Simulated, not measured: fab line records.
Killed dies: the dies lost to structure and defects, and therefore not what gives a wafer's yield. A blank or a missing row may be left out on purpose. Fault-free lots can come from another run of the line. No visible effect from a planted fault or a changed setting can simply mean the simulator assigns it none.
fab line records | flow gf180mcu
record: lots: 6 | wafers: 18 | last-day: 34
route steps=602 shown V1@361 M2@362
lots with no fault: from the same line, run without faults
start-h: the number of hours between the record's first day and the start of the first shown wafer of the lot | wait-h: hours since the lot's step before | " repeats the value in the row above | L1.1+2: several wafers, shown together as one row | - no value, or no start was given | * or withheld: withheld | < > ~ a bound
route shown NAME@n: NAME is a module with steps in the file, n the number in the route of the first one | usual: mean/standard deviation taken from wafers without a fault | same: alike in all rows | chamber/n: place in a boat | sites: readings site by site | _std_site: the values' standard deviation | _edge_site: inner sites' mean taken away from outer sites' mean | radius-mm: how far each site lies from the wafer's centre | mask NAME#n: copy n | behind: tool/chamber where the wafer was last shaped | hold: why the lot was held/for how many hours/how that ended | device: transistor that didn't switch, given as n, p or np | end of line: the tests these same wafers got at the end of their route | a step with no rows: only its recipe | killed: not the wafer's yield, but the dies lost to structure and defects at the first sort | map: shows each die of a wafer: x if killed, . if not, _ if none is there
set.NAME: the setting the step ran with; set.NAME@STEP: the setting that earlier step ran with | model.NAME: the simulator's own value behind a step, which no gauge read
a table for each step, a row for each wafer; lots at some steps of the route
services: from which hour (start-h, from the record's first day; less than 0 if before it) a tool's chamber was out of use, for how many hours, and why
== steps ==
step: GF_V1_CMP_26
recipe: stop-on: SiO2 | down-force-psi: 3.5 | platen-rpm: 60 | t-overpolish-s: 15 | target-thk-nm: 0 | pad-velocity-m-s: 0.94248
usual: motor-current-A: 11.9/0.99 | overpolish-run-s: 15.000/0.009 | time-to-endpoint-s: 85/3.7
lot.wafer | tool   | chamber | start-h | wait-h | motor-current-A | overpolish-run-s | time-to-endpoint-s
L227.2    | cmp-02 | 2       | 436.98  | 0.1    | 12.5            | 15.001           | 84
L227.4    | "      | 3       | "       | "      | 10.0            | 14.981           | 87
L227.6    | "      | 0       | "       | "      | 11.1            | 14.995           | 86
L228.1    | cmp-01 | 0       | 451.58  | 0.1    | 11.9            | 14.987           | 84
L228.3    | "      | 1       | "       | "      | 13.4            | 15.001           | 89
L228.6    | "      | 1       | "       | "      | 13.9            | 15.006           | 89
L238.1    | cmp-01 | 2       | 530.42  | 0.1    | 11.2            | 15.008           | 87
L238.4    | "      | 3       | "       | "      | 12.2            | 15.012           | 83
L238.6    | "      | 2       | "       | "      | 12.0            | 15.009           | 87
L246.1    | cmp-01 | 1       | 597.00  | 0.1    | 12.6            | 14.997           | 85
L246.2    | "      | 3       | "       | "      | 12.2            | 15.001           | 80
L246.5    | "      | 2       | "       | "      | 11.2            | 15.000           | 80
L247.1    | cmp-02 | 2       | 598.60  | 0.1    | 12.6            | 15.001           | 78
L247.3    | "      | 3       | "       | "      | 10.4            | 15.006           | 82
L247.5    | "      | 3       | "       | "      | 10.7            | 14.994           | 86
L248.1    | cmp-01 | 2       | 604.86  | 0.1    | 12.0            | 14.995           | 84
L248.3    | "      | 0       | "       | "      | 12.3            | 15.000           | 84
L248.4    | "      | 1       | "       | "      | 13.4            | 15.001           | 81
step: GF_M2_SPUTTER_00
recipe: material: Ti | target-thk-nm: 37.5 | arriving-ion-energy-ev: 80 | substrate-temp-c: 200 | chamber-pressure-pa: 2 | power-w: 4000 | time-s: 150
step: GF_M2_SPUTTER_01
recipe: material: TiN | target-thk-nm: 30 | power-w: 6500 | time-s: 25 | chamber-pressure-pa: 0.4
usual: throttle-valve-pct: 30.7/1.1
lot.wafer | tool           | chamber | start-h | wait-h | throttle-valve-pct
L227.2    | pvd-sputter-02 | -       | 437.28  | 0.1    | 30.9
L227.4    | "              | -       | "       | "      | 28.6
L227.6    | "              | -       | "       | "      | 28.6
L228.1    | pvd-sputter-04 | -       | 451.98  | 0.1    | 31.8
L228.3    | "              | -       | "       | "      | 29.5
L228.6    | "              | -       | "       | "      | 30.9
L238.1    | pvd-sputter-04 | -       | 530.82  | 0.1    | 30.8
L238.4    | "              | -       | "       | "      | 30.7
L238.6    | "              | -       | "       | "      | 31.4
L246.1    | pvd-sputter-01 | -       | 597.40  | 0.1    | 31.4
L246.2    | "              | -       | "       | "      | 30.4
L246.5    | "              | -       | "       | "      | 33.1
L247.1    | pvd-sputter-04 | -       | 599.00  | 0.1    | 31.9
L247.3    | "              | -       | "       | "      | 29.9
L247.5    | "              | -       | "       | "      | 31.0
L248.1    | pvd-sputter-04 | -       | 605.26  | 0.1    | 31.3
L248.3    | "              | -       | "       | "      | 30.7
L248.4    | "              | -       | "       | "      | 31.9
step: GF_M2_SPUTTER_02
recipe: material: AlCu | target-thk-nm: 450 | power-w: 10910 | time-s: 23.9 | chamber-pressure-pa: 0.4
usual: throttle-valve-pct: 30.8/1.1
lot.wafer | tool           | chamber | start-h | wait-h | throttle-valve-pct
L227.2    | pvd-sputter-02 | -       | 437.31  | 0.0    | 30.8
L227.4    | "              | -       | "       | "      | 28.4
L227.6    | "              | -       | "       | "      | 28.7
L228.1    | pvd-sputter-04 | -       | 452.01  | 0.0    | 31.7
L228.3    | "              | -       | "       | "      | 29.8
L228.6    | "              | -       | "       | "      | 30.8
L238.1    | pvd-sputter-04 | -       | 530.85  | 0.0    | 31.2
L238.4    | "              | -       | "       | "      | 30.9
L238.6    | "              | -       | "       | "      | 31.6
L246.1    | pvd-sputter-01 | -       | 597.43  | 0.0    | 31.2
L246.2    | "              | -       | "       | "      | 30.5
L246.5    | "              | -       | "       | "      | 33.2
L247.1    | pvd-sputter-04 | -       | 599.03  | 0.0    | 32.0
L247.3    | "              | -       | "       | "      | 29.7
L247.5    | "              | -       | "       | "      | 30.7
L248.1    | pvd-sputter-04 | -       | 605.29  | 0.0    | 31.8
L248.3    | "              | -       | "       | "      | 31.1
L248.4    | "              | -       | "       | "      | 31.7
step: GF_M2_SPUTTER_03
recipe: material: Ti | target-thk-nm: 10 | substrate-temp-c: 300 | chamber-pressure-pa: 0.3 | power-w: 3000 | time-s: 6.7
usual: throttle-valve-pct: 30.7/1.1
lot.wafer | tool           | chamber | start-h | wait-h | throttle-valve-pct
L227.2    | pvd-sputter-02 | -       | 437.34  | 0.0    | 30.9
L227.4    | "              | -       | "       | "      | 28.8
L227.6    | "              | -       | "       | "      | 28.5
L228.1    | pvd-sputter-04 | -       | 452.04  | 0.0    | 31.7
L228.3    | "              | -       | "       | "      | 29.8
L228.6    | "              | -       | "       | "      | 30.6
L238.1    | pvd-sputter-04 | -       | 530.88  | 0.0    | 30.7
L238.4    | "              | -       | "       | "      | 31.0
L238.6    | "              | -       | "       | "      | 31.7
L246.1    | pvd-sputter-01 | -       | 597.46  | 0.0    | 31.3
L246.2    | "              | -       | "       | "      | 30.4
L246.5    | "              | -       | "       | "      | 33.0
L247.1    | pvd-sputter-04 | -       | 599.06  | 0.0    | 31.9
L247.3    | "              | -       | "       | "      | 29.8
L247.5    | "              | -       | "       | "      | 30.9
L248.1    | pvd-sputter-04 | -       | 605.32  | 0.0    | 31.7
L248.3    | "              | -       | "       | "      | 30.9
L248.4    | "              | -       | "       | "      | 31.6
step: GF_M2_SPUTTER_04
recipe: material: TiN | target-thk-nm: 50 | power-w: 6500 | time-s: 41.7 | chamber-pressure-pa: 0.4
usual: throttle-valve-pct: 30.7/1.1
lot.wafer | tool           | chamber | start-h | wait-h | throttle-valve-pct
L227.2    | pvd-sputter-02 | -       | 437.36  | 0.0    | 31.2
L227.4    | "              | -       | "       | "      | 28.6
L227.6    | "              | -       | "       | "      | 28.2
L228.1    | pvd-sputter-04 | -       | 452.07  | 0.0    | 31.9
L228.3    | "              | -       | "       | "      | 29.8
L228.6    | "              | -       | "       | "      | 30.8
L238.1    | pvd-sputter-04 | -       | 530.90  | 0.0    | 30.8
L238.4    | "              | -       | "       | "      | 31.2
L238.6    | "              | -       | "       | "      | 31.5
L246.1    | pvd-sputter-01 | -       | 597.48  | 0.0    | 31.2
L246.2    | "              | -       | "       | "      | 30.7
L246.5    | "              | -       | "       | "      | 33.0
L247.1    | pvd-sputter-04 | -       | 599.08  | 0.0    | 31.7
L247.3    | "              | -       | "       | "      | 30.0
L247.5    | "              | -       | "       | "      | 30.8
L248.1    | pvd-sputter-04 | -       | 605.35  | 0.0    | 31.5
L248.3    | "              | -       | "       | "      | 30.8
L248.4    | "              | -       | "       | "      | 31.8
step: GF_M2_RS_MEAS_05
recipe: thk-meas-gauge: four-point-probe | reads: TiN_of_M2_SPUTTER_04+Ti_of_M2_SPUTTER_03+AlCu_of_M2_SPUTTER_02+TiN_of_M2_SPUTTER_01+Ti_of_M2_SPUTTER_00
usual: M2_ALCU_RS: 0.0673/0.00078
lot.wafer | tool          | chamber | start-h | wait-h | M2_ALCU_RS[ohm/sq]
L227.2    | film-metro-03 | -       | 437.42  | 0.0    | 0.0688
L227.4    | "             | -       | "       | "      | 0.0681
L227.6    | "             | -       | "       | "      | 0.0684
L228.1    | film-metro-04 | -       | 452.10  | 0.0    | 0.0668
L228.3    | "             | -       | "       | "      | 0.0670
L228.6    | "             | -       | "       | "      | 0.0669
L238.1    | film-metro-03 | -       | 530.94  | 0.0    | 0.0682
L238.4    | "             | -       | "       | "      | 0.0679
L238.6    | "             | -       | "       | "      | 0.0670
L246.1    | film-metro-03 | -       | 597.52  | 0.0    | 0.0674
L246.2    | "             | -       | "       | "      | 0.0686
L246.5    | "             | -       | "       | "      | 0.0682
L247.1    | film-metro-03 | -       | 599.12  | 0.0    | 0.0664
L247.3    | "             | -       | "       | "      | 0.0655
L247.5    | "             | -       | "       | "      | 0.0666
L248.1    | film-metro-03 | -       | 605.38  | 0.0    | 0.0675
L248.3    | "             | -       | "       | "      | 0.0684
L248.4    | "             | -       | "       | "      | 0.0681
step: GF_M2_THK_MEAS_06
recipe: thk-meas-gauge: xrf | reads: AlCu_of_M2_SPUTTER_02
usual: M2_ALCU_THK: 471/5.5
lot.wafer | tool          | chamber | start-h | wait-h | M2_ALCU_THK[nm]
L227.2    | film-metro-03 | -       | 437.53  | 0.1    | 462
L227.4    | "             | -       | "       | "      | 468
L227.6    | "             | -       | "       | "      | 462
L228.1    | film-metro-04 | -       | 452.22  | 0.1    | 471
L228.3    | "             | -       | "       | "      | 473
L228.6    | "             | -       | "       | "      | 472
L238.1    | film-metro-03 | -       | 531.06  | 0.1    | 464
L238.4    | "             | -       | "       | "      | 465
L238.6    | "             | -       | "       | "      | 470
L246.1    | film-metro-03 | -       | 597.64  | 0.1    | 474
L246.2    | "             | -       | "       | "      | 465
L246.5    | "             | -       | "       | "      | 465
L247.1    | film-metro-03 | -       | 599.24  | 0.1    | 477
L247.3    | "             | -       | "       | "      | 488
L247.5    | "             | -       | "       | "      | 480
L248.1    | film-metro-03 | -       | 605.50  | 0.1    | 466
L248.3    | "             | -       | "       | "      | 464
L248.4    | "             | -       | "       | "      | 463
step: GF_M2_DEHYDRATE_07
recipe: temp-c: 200 | time-s: 60
step: GF_M2_HMDS_08
recipe: prime-time-s: 60 | prime-temp-c: 120
step: GF_M2_COAT_09
recipe: resist: KrF | spin-rpm: withheld | resist-thk-nm: 1000
step: GF_M2_SOFTBAKE_10
recipe: temp-c: 130 | time-s: 60 | resist: KrF
step: GF_M2_EXPOSE_11
recipe: mask-id: Metal2 | target-cd-nm: 280 | na: 0.68 | source-shape: conventional | sigma-outer: 0.6 | dose-mj: 28
usual: exposure-dose-mJ-cm2: 27.966/0.025 | focus-offset-nm: -0.1/0.49
lot.wafer | tool           | chamber | start-h | wait-h | mask     | exposure-dose-mJ-cm2 | focus-offset-nm
L227.2    | krf-scanner-01 | -       | 450.48  | -      | Metal2#0 | -                    | -
L227.4    | "              | -       | "       | "      | Metal2#0 | -                    | -
L227.6    | "              | -       | "       | "      | Metal2#0 | -                    | -
L228.1    | krf-scanner-02 | -       | 464.43  | -      | Metal2#0 | -                    | -
L228.3    | "              | -       | "       | "      | Metal2#0 | -                    | -
L228.6    | "              | -       | "       | "      | Metal2#0 | -                    | -
L238.1    | krf-scanner-01 | 0       | 542.54  | -      | Metal2#0 | 28.000               | 0.2
L238.4    | "              | 0       | "       | "      | Metal2#0 | 28.002               | -0.2
L238.6    | "              | 0       | "       | "      | Metal2#0 | 28.001               | 0.3
L246.1    | krf-scanner-02 | 0       | 607.63  | -      | Metal2#0 | 27.946               | 0.8
L246.2    | "              | 0       | "       | "      | Metal2#0 | 27.971               | 0.7
L246.5    | "              | 0       | "       | "      | Metal2#0 | 27.997               | -0.5
L247.1    | krf-scanner-02 | 0       | 609.58  | -      | Metal2#0 | 27.943               | -0.4
L247.3    | "              | 0       | "       | "      | Metal2#0 | 27.958               | -0.2
L247.5    | "              | 0       | "       | "      | Metal2#0 | 27.974               | 0.2
L248.1    | krf-scanner-01 | 0       | 616.02  | -      | Metal2#0 | 27.949               | 0.0
L248.3    | "              | 0       | "       | "      | Metal2#0 | 27.960               | -0.1
L248.4    | "              | 0       | "       | "      | Metal2#0 | 27.982               | -0.1
step: GF_M2_PEB_12
recipe: peb-temp-c: 135 | peb-time-s: 90 | resist: KrF
== services ==
tool           | chamber | start-h | hours | kind
krf-scanner-02 | -       | 420.88  | 3.6   | pm
krf-scanner-02 | -       | 435.33  | 1.3   | pm
krf-scanner-01 | -       | 453.93  | 1.3   | pm
krf-scanner-02 | -       | 459.31  | 1.0   | pm
krf-scanner-02 | 0       | 464.56  | -     | calibration
cmp-01         | -       | 496.07  | 0.6   | repair
krf-scanner-02 | -       | 499.25  | 0.8   | pm
cmp-02         | -       | 506.22  | 1.9   | repair
pvd-sputter-04 | -       | 506.25  | 0.7   | repair
cmp-01         | -       | 508.93  | 0.8   | repair
krf-scanner-01 | -       | 515.00  | 1.0   | pm
krf-scanner-01 | -       | 537.99  | 0.8   | pm
cmp-02         | -       | 550.44  | 9.5   | pm
cmp-01         | -       | 562.23  | 1.8   | repair
krf-scanner-02 | -       | 563.82  | 4.0   | pm
krf-scanner-01 | 0       | 569.74  | -     | calibration
krf-scanner-02 | -       | 570.58  | 0.9   | repair
cmp-02         | -       | 572.27  | 4.0   | pm
cmp-01         | -       | 579.51  | 2.0   | repair
pvd-sputter-02 | -       | 581.77  | 1.8   | repair
pvd-sputter-04 | -       | 594.60  | 1.6   | repair
krf-scanner-01 | -       | 596.33  | 4.0   | pm
krf-scanner-02 | -       | 611.23  | 1.3   | pm
cmp-02         | -       | 612.58  | 2.1   | repair
== key ==
first-sign: step: GF_M2_EXPOSE_11 | reading: tool-record | direction: missing
effect none on later readings
met-at GF_M2_EXPOSE_11
struck-wafers L227.2,L227.4,L227.6,L228.1,L228.3,L228.6
later-rows-left-out L227.2,L227.4,L227.6,L228.1,L228.3,L228.6
sort-left-out L227.2,L227.4,L227.6,L228.1,L228.3,L228.6
fault: kind: skipped-step-whole | tool: krf-scanner-01,krf-scanner-02 | chamber: - | onset-h: 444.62 | steps: GF_M2_EXPOSE_11 | scope: struck-lots-only
sort-left-out: the simulated sort isn't trusted on such a fault, so these wafers' sort isn't shown, and their yield isn't known
later-rows-left-out: the simulator's readings of these wafers behind a module that went badly wrong aren't trusted and aren't shown, but for the sort
